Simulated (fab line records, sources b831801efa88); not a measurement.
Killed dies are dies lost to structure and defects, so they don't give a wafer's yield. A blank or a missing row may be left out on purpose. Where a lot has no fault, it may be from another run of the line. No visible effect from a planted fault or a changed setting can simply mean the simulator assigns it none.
A struck lot beside a sound one :: flow sky130 :: 36 out of 708 route steps
Sound: wafers L967.3, L967.5, L967.6. Wafers struck: L974.1, L974.2, L974.3. Last of all comes the cause.
For every step that has rows: the tool of each side, followed by ch and its chambers, followed by its first start. Under that, the readings that differ: sound wafers :: struck wafers :: difference of the means :: sigmas: that difference in standard deviations of wafers without a fault.
alike: same words and numbers on both sides, and readings whose means sit less than 2 such deviations apart. not compared: any withheld reading, any reading some wafer has no value for, any bound like >300 that may hide the same value, and any number with overlapping values for which the record gives no deviation.
Wherever a step has rows on one side only, a row that says differs or no value, or a row with sigmas, the two part there. When numbers do not overlap yet have no deviation, they are printed without sigmas and do not part them. Lack of a reading on every wafer of one side parts them only where that side has two or more wafers.

first, 10 steps without rows for these wafers: SKY_GATE_OXIDE_COAT_05 (resist thk 1140 nm); SKY_GATE_OXIDE_SOFTBAKE_06 (time 60 s); SKY_GATE_OXIDE_EXPOSE_07 (exposes mask LVOM, target cd 600 nm); SKY_GATE_OXIDE_PEB_08; SKY_GATE_OXIDE_DEVELOP_09 (develop time 60 s); SKY_GATE_OXIDE_IMPLANT_11; SKY_GATE_OXIDE_WET_ETCH_12 (etches SiO2 in dHF, target depth 16.8 nm, time 336 s); SKY_GATE_OXIDE_STRIP_13 (strips in O2/N2); SKY_GATE_OXIDE_CLEAN_15 (cleans in SC1/SC2, time 150 s); SKY_GATE_OXIDE_OXIDATION_16 (stabilise 600 s, purge 300 s, target thk 3.57 nm).
SKY_POLY_GATE_CVD_00: deposits poly-Si, target thk 180 nm, time 720 s.
  sound on lpcvd-01 ch 0, day 14 18:09; struck on lpcvd-01 ch 1, day 17 01:25
reading: spike_tc_bottom_C (C)
sound: 645.1 644.0 645.8
struck: 634.8 633.4 633.8
difference: -11.0
sigmas: -7

reading: spike_tc_centre_C (C)
sound: 620.9 620.2 622.0
struck: 611.8 613.6 612.1
difference: -8.5
sigmas: -8

reading: spike_tc_lower_C (C)
sound: 618.4 619.5 621.2
struck: 613.6 612.5 611.7
difference: -7.1
sigmas: -6

reading: spike_tc_upper_C (C)
sound: 619.4 621.5 619.8
struck: 611.5 614.0 613.8
difference: -7.1
sigmas: -7

reading: susceptor_temp_C (C)
sound: 619.5 619.5 619.6
struck: 613.1 612.8 612.9
difference: -6.6
sigmas: -20

reading: model.poly-Si_of_POLY_GATE_CVD_00.thk_nm (nm)
sound: 178 178.2 179.8
struck: 154.4 155.1 153.7
difference: -24.3
sigmas: 
  alike: spike_tc_top_C
SKY_POLY_GATE_THK_MEAS_01:
  sound: film_metro-02 at day 14 19:22; struck: film_metro-04 at day 17 02:37
reading: POLY_GATE_CVD_00_THK (nm)
sound: 177.9 178.2 179.8
struck: 154.4 155.1 153.6
difference: -24.3
sigmas: -13
then, 9 steps without rows for these wafers: SKY_RES_PROTECT_DEHYDRATE_00 (time 60 s); SKY_RES_PROTECT_HMDS_01 (prime time 60 s); SKY_RES_PROTECT_COAT_02 (resist thk 1140 nm); SKY_RES_PROTECT_SOFTBAKE_03 (time 60 s); SKY_RES_PROTECT_EXPOSE_04 (exposes mask RPM, target cd 1270 nm); SKY_RES_PROTECT_PEB_05; SKY_RES_PROTECT_DEVELOP_06 (develop time 60 s); SKY_POLY_GATE_IMPLANT_02; SKY_RES_PROTECT_STRIP_07 (strips in O2/N2).
SKY_RES_PROTECT_CLEAN_09: cleans in SC1/SC2, time 150 s.
  sound on wet_bench-04 ch 0, day 15 22:36; struck on wet_bench-03 ch 0, day 18 06:32
reading: model.poly-Si_of_POLY_GATE_CVD_00.thk_nm (nm)
sound: 177.3 177.6 179.2
struck: 153.8 154.5 153
difference: -24.3
sigmas: 
  alike: bath_heat_duty_pct
then, 11 steps without rows for these wafers: SKY_POLY_GATE_CVD_03 (deposits Si3N4 from DCS/NH3, target thk 75 nm, time 1290 s); SKY_POLY_GATE_DEHYDRATE_05 (time 60 s); SKY_POLY_GATE_HMDS_06 (prime time 60 s); SKY_POLY_GATE_COAT_07 (resist thk 110 nm); SKY_POLY_GATE_COAT_08 (resist thk 450 nm); SKY_POLY_GATE_SOFTBAKE_09 (time 90 s); SKY_POLY_GATE_EXPOSE_10 (exposes mask P1M, target cd 150 nm); SKY_POLY_GATE_PEB_11; SKY_POLY_GATE_DEVELOP_12 (develop time 60 s); SKY_POLY_GATE_ETCH_15 (etches BARC in N2/H2, stops on SiO2, time 118.5 s, target depth 110 nm); SKY_POLY_GATE_ETCH_16 (etches Si3N4 in CH3F/O2, stops on poly-Si, time 147.5 s, target depth 75 nm).
SKY_POLY_GATE_ETCH_17: etches poly-Si in HBr/Cl2, stops on SiO2, target depth 180 nm, time 70.5 s.
  sound on rie_si-01 ch 1,2, day 17 03:32; struck on rie_si-01 ch 0,2,3, day 19 16:10
reading: oes_product_au (a.u.)
sound: 0.985 0.983 0.984
struck: 0.888 0.898 0.885
difference: -0.094
sigmas: -12

reading: model.etch.depth_nm (nm)
sound: 177.3 177.6 178.5
struck: 153.8 154.5 153
difference: -24.0
sigmas: 

reading: model.POLY_GATE.feature_depth_nm (nm)
sound: 177.3 177.6 178.5
struck: 153.8 154.5 153
difference: -24.0
sigmas: 
  alike: HBr_flow_sccm, drypump_motor_current_A, throttle_valve_pct
  not compared: rf_hours_counter_h
then, 1 step without rows for these wafers: SKY_POLY_GATE_STRIP_18 (strips in O2/N2).
-- record jumps: 28 days separate the struck wafers' starts on either side; left off in module POLY_GATE, taken up again in module PAD_OPEN, whose first shown step is the route's number 708 --
SKY_PAD_OPEN_PROBE_99:
  sound: prober-02 at day 46 08:05; struck: prober-01 at day 48 01:02
reading: model.etest.res_high_po.line_ohm_um
sound: 717.4 727.5 735
struck: 851.9 858.4 919.3
difference: +149.9
sigmas: 

reading: model.etest.res_poly.line_ohm_um
sound: 489 500.9 494.8
struck: 583.9 586.4 606
difference: +97.2
sigmas: 

reading: model.etest.res_high_po.rs_ohm_sq
sound: 254.8 253.7 259.1
struck: 304.4 302.9 317.9
difference: +52.5
sigmas: 

reading: model.etest.res_poly.rs_ohm_sq
sound: 47.58 47.89 48.16
struck: 55.83 55.85 58.21
difference: +8.75
sigmas: 

reading: model.etest.cap_li_to_poly.c_af_um2
sound: 99.08 97.21 102.1
struck: 91.82 89.41 92.37
difference: -8.26
sigmas: 
  alike: killed_at_M0_to_M3, killed_at_M4_up, killed_at_contacts, killed_at_front_end, killed_at_other, killed_dies, killed_open, killed_short

WHERE THEY PART
Earliest at SKY_POLY_GATE_CVD_00; latest, in this record, at SKY_POLY_GATE_ETCH_17. Later steps at which nothing parts them and some readings are alike: SKY_PAD_OPEN_PROBE_99.

WHY: what had been put in by the simulator
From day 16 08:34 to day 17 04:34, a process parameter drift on lpcvd-01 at SKY_POLY_GATE_CVD_00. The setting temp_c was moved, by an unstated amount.
